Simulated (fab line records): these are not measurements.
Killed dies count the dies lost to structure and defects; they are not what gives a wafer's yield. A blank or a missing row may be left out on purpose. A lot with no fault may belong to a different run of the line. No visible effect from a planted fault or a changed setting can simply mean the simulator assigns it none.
The tool behind it: which one? | flow gf180mcu | 6 lots with 17 wafers sampled at 4 steps, on a route of 602 steps

## WHAT THE GAUGES READ, wafer by wafer
GF_V4_THK_MEAS_01.
lot  | measured     | on            | V4_CVD_00_THK (nm)
L201 | day 24 18:47 | film metro-04 | 592 604 604
L205 | day 25 23:19 | film metro-02 | 608 610 610
L210 | day 27 14:03 | film metro-02 | 601 601 600
L213 | day 28 07:05 | film metro-02 | 596 593 598
L216 | day 29 05:41 | film metro-04 | 593 594 594
L220 | day 30 07:11 | film metro-01 | 601 909

## EACH LOT AND THE TOOL THAT RAN IT (in order: tool; ch and the chambers of the sampled wafers; start)
lot  | GF_V3_ETCH_16                      | GF_M4_SPUTTER_03             | GF_V4_CVD_00
L201 | rie diel-04 ch 0,1,3, day 23 17:49 | pvd sputter-02, day 23 19:22 | hdpcvd-02 ch 0,2, day 24 18:43
L205 | rie diel-04 ch 0,1,2, day 24 23:56 | pvd sputter-01, day 25 01:29 | hdpcvd-02 ch 1,2, day 25 23:14
L210 | rie diel-04 ch 0,3, day 26 14:59   | pvd sputter-01, day 26 16:31 | hdpcvd-02 ch 0,1, day 27 13:59
L213 | rie diel-03 ch 0,1,2, day 27 09:02 | pvd sputter-03, day 27 10:36 | hdpcvd-01 ch 0,1,2, day 28 06:59
L216 | rie diel-02 ch 1,2, day 28 07:55   | pvd sputter-02, day 28 09:34 | hdpcvd-01 ch 0,2, day 29 05:36
L220 | rie diel-02 ch 1,3, day 29 09:11   | pvd sputter-02, day 29 11:04 | hdpcvd-02 ch 0,1, day 30 07:07
- GF_V3_ETCH_16: etches BARC in N2/H2.
- GF_M4_SPUTTER_03: material Ti, target thk 10 nm, time 6.7 s.
- GF_V4_CVD_00: deposits SiO2, target thk 600 nm, time 100 s.

## THE ANSWER, worked out from the rows above alone
Rule: the usual values come from the lots themselves. Put in order of their means at a reading, lots are off if they are a third of the lots or fewer, leave a main group of 4 or more, and stand apart from it by a gap of 3 or more times the standard deviation of the main group's means; of several such gaps the widest counts. Not used: any main group whose means are identical at the precision the tables above print for the reading. A lot without any number at a reading at which 4 lots or more have one is off too. Any other lot the step has rows for is counted as sound.
Off: at GF_V4_THK_MEAS_01 (V4_CVD_00_THK), L220. For the main group the mean is 600 nm and the standard deviation 5.4.
A tool fits if, at a process step before that reading, it ran every lot that is off, and no sound lot after the first of them. Gauges at GF_V4_THK_MEAS_01: tried the same way as those tools. Can't be told from this: 4 tools fit, rie diel-02 at GF_V3_ETCH_16, pvd sputter-02 at GF_M4_SPUTTER_03, hdpcvd-02 at GF_V4_CVD_00, film metro-01 at GF_V4_THK_MEAS_01.

## WHAT WAS PUT IN BY THE SIMULATOR
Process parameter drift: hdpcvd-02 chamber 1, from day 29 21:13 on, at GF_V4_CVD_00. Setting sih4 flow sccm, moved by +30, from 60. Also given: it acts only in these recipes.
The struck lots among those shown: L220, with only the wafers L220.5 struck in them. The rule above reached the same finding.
